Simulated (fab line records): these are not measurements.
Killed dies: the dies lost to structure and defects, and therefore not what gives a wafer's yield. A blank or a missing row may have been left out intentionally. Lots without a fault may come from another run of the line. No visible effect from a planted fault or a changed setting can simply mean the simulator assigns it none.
Which tool is to blame? -- flow gf180mcu -- 69 wafers from 23 lots sampled at 2 of the route's 602 steps

## WHAT THE GAUGES SHOWED, per wafer
GF_LVPWELL_TW_MEAS_11. Usual: LVPWELL_TW typically reads 559.6, with standard deviation 2.5.
lot,measured,on,LVPWELL_TW,flag
L074,day 3 23:46,filmMetro-01,559.0 562.4 560.5,
L075,day 4 01:58,filmMetro-01,557.7 558.7 558.4,
L076,day 4 09:43,filmMetro-01,556.8 557.2 552.6,
L077,day 4 13:39,filmMetro-02,560.2 561.0 559.2,
L078,day 4 19:22,filmMetro-02,557.9 562.3 561.3,
L079,day 5 01:34,filmMetro-04,563.0 561.4 562.9,
L080,day 5 07:16,filmMetro-04,564.8 561.8 559.8,
L081,day 5 10:26,filmMetro-04,564.3 563.1 563.6,
L082,day 5 16:58,filmMetro-02,558.8 559.6 561.5,
L083,day 6 03:47,filmMetro-04,558.2 558.8 563.1,
L085,day 6 13:50,filmMetro-01,558.0 560.8 560.5,
L086,day 7 02:11,filmMetro-01,559.8 559.4 562.3,
L087,day 7 10:14,filmMetro-01,560.9 558.4 562.1,
L088,day 7 10:37,filmMetro-02,556.1 559.1 556.8,
L089,day 7 10:56,filmMetro-02,555.1 557.0 558.4,
L090,day 7 22:31,filmMetro-02,557.3 554.8 555.8,
L091,day 7 23:50,filmMetro-02,557.9 560.0 558.2,
L092,day 8 04:49,filmMetro-01,560.9 562.3 558.5,
L093,day 8 07:58,filmMetro-01,554.4 558.2 561.4,
L094,day 8 12:43,filmMetro-02,561.1 563.5 561.4,
L095,day 8 17:50,filmMetro-01,556.4 561.5 558.9,
L096,day 9 00:22,filmMetro-02,557.8 557.0 560.9,
L097,day 9 10:05,filmMetro-04,557.5 559.2 558.1,

GF_HV_LDD_TW_MEAS_38. Usual: HV_LDD_3_TW typically reads 1428, with standard deviation 14.
lot,measured,on,HV_LDD_3_TW,flag
L074,day 11 17:02,filmMetro-02,1432 1436 1436,
L075,day 11 22:10,filmMetro-02,1437 1428 1426,
L076,day 12 07:11,filmMetro-02,1433 1426 1425,
L077,day 12 13:17,filmMetro-01,1438 1438 1450,
L078,day 12 23:21,filmMetro-02,1432 1433 1434,
L079,day 13 07:43,filmMetro-02,1435 1442 1434,
L080,day 13 14:00,filmMetro-04,1456 1450 1450,
L081,day 13 17:26,filmMetro-02,1432 1441 1437,
L082,day 14 01:10,filmMetro-01,1430 1433 1429,
L083,day 14 18:52,filmMetro-02,1413 1407 1417,
L085,day 15 08:29,filmMetro-01,1423 1429 1436,
L086,day 16 01:40,filmMetro-01,1428 1436 1429,
L087,day 16 18:56,filmMetro-02,1409 1411 1411,
L088,day 16 19:41,filmMetro-04,1442 1435 1453,
L089,day 16 19:14,filmMetro-02,1407 1411 1406,
L090,day 17 07:10,filmMetro-04,1439 1442 1439,
L091,day 17 10:19,filmMetro-02,1412 1415 1404,
L092,day 17 17:16,filmMetro-02,1409 1411 1415,
L093,day 18 00:49,filmMetro-01,1431 1434 1427,
L094,day 18 03:25,filmMetro-02,1405 1412 1408,
L095,day 18 13:56,filmMetro-01,1430 1432 1437,
L096,day 18 21:44,filmMetro-02,1409 1410 1414,
L097,day 19 09:58,filmMetro-04,1458 1442 1442,

## EACH LOT AND THE TOOL THAT RAN IT (in order: tool; ch and the chambers of the sampled wafers; start)
No process step before these readings appears in the record.

## WHAT THE TOOLS THEMSELVES READ (means of the sampled wafers that have a number; where no wafer has one, the mark that the record gives instead)
The record holds no such reading with a usual standard deviation.

## THE ANSWER, worked out from the rows above alone
Rule: take the mean of a lot's wafers that have a number; if it is more than 3 standard deviations from the usual mean, the lot is off. Also off: a lot with no number at a reading for which 4 or more lots have one. Where the step has rows for the other lots, those lots are counted as sound. The gauges are gone through in route order, then the tools' own readings, and for those a lot's mean is taken as printed above. At the first step where some lot is off, the reading lying furthest off is the one used; lots without a number count as furthest.
Nothing can be told from this: no lot is off at any reading shown.

## WHAT THE SIMULATOR HAD PUT IN
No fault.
